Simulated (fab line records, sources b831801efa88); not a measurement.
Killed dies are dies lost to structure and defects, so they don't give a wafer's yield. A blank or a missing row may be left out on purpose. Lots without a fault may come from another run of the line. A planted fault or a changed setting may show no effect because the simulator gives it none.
One fault seen from 2 desks | flow gf180mcu | each desk has only its own numbers; what lay behind them comes last

THE TOOL OWNER'S DESK: implanter-02
The tool's own readings at GF_LVPWELL_IMPLANT_08: means of the sampled wafers that have a number, for each lot that ran on this tool. A lot is out of limits, marked OUT, if its mean lies more than 4 standard deviations from the usual mean; the brackets give that distance.
Columns: A = dose_ions_cm2 at GF_LVPWELL_IMPLANT_08, usual 1.5e+13; B = tilt_deg at GF_LVPWELL_IMPLANT_08, usual 0.006 degrees
lot  | first seen here | A       | B
L948 | day 4 19:10     | 1.5e+13 | -0.002
L955 | day 6 09:40     | 1.5e+13 | -0.005
This desk's finding: nothing out of limits on any of the 2 lots.

THE METROLOGY DESK
What the gauges read, lot by lot, whatever tool the lot ran on: means of the sampled wafers that have a number. A lot is out of limits, marked OUT, if its mean lies more than 4 standard deviations from the usual mean; the brackets give that distance.
Columns: A = LVPWELL_TW at GF_LVPWELL_TW_MEAS_11, usual 559; B = LVPWELL_RS at GF_VT_IMPLANT_RS_MEAS_48, usual 1197.4 ohm/sq; C = cd_nm at GF_V3_CD_MEAS_14, usual 260.3 nm; D = V4_CVD_00_THK at GF_V4_THK_MEAS_01, usual 599 nm
lot  | first seen here | A   | B                | C     | D
L944 | day 3 20:08     | 564 | 1194.4           | 260.2 | 597
L945 | day 4 02:40     | 554 | 1196.2           | 260.0 | 593
L946 | day 4 07:35     | 562 | 1197.1           | 261.0 | 598
L947 | day 4 14:22     | 560 | 1199.1           | 260.0 | 597
L948 | day 4 19:34     | 561 | 1201.3           | 262.1 | 597
L952 | day 5 16:37     | 559 | 1192.9           | 259.1 | 604
L955 | day 6 10:04     | 546 | 1234.4 (+13) OUT | 260.3 | 602
L958 | day 7 03:41     | 559 | 1194.6           | 260.8 | 600
L961 | day 7 22:22     | 560 | 1199.4           | 259.8 | 601
L963 | day 8 08:03     | 559 | 1194.2           | 260.6 | 599
L964 | day 8 14:46     | 556 | 1196.1           | 260.6 | 599
L966 | day 9 01:50     | 558 | 1198.1           | 260.5 | 605
L967 | day 9 06:52     | 558 | 1198.4           | 262.6 | 601
This desk's finding: out of limits on L955; first on L955, day 10 14:31 (LVPWELL_RS at GF_VT_IMPLANT_RS_MEAS_48). In limits: L944, L945, L946, L947, L948, L952, L958, L961, L963, L964, L966, L967.

PUT TOGETHER
The metrology desk could have raised an alarm at day 10 14:31, on L955.
The tool owner's desk saw nothing out of limits.
The tool owner's desk has L955 on record, within its limits.
Of the lots named, all ran GF_LVPWELL_IMPLANT_08 on implanter-02.

WHAT THE SIMULATOR HAD PUT IN
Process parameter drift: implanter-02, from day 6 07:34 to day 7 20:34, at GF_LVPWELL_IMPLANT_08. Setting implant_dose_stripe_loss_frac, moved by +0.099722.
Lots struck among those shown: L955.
Hours from the fault's start to each desk's first reading out of limits: the metrology desk, 103.
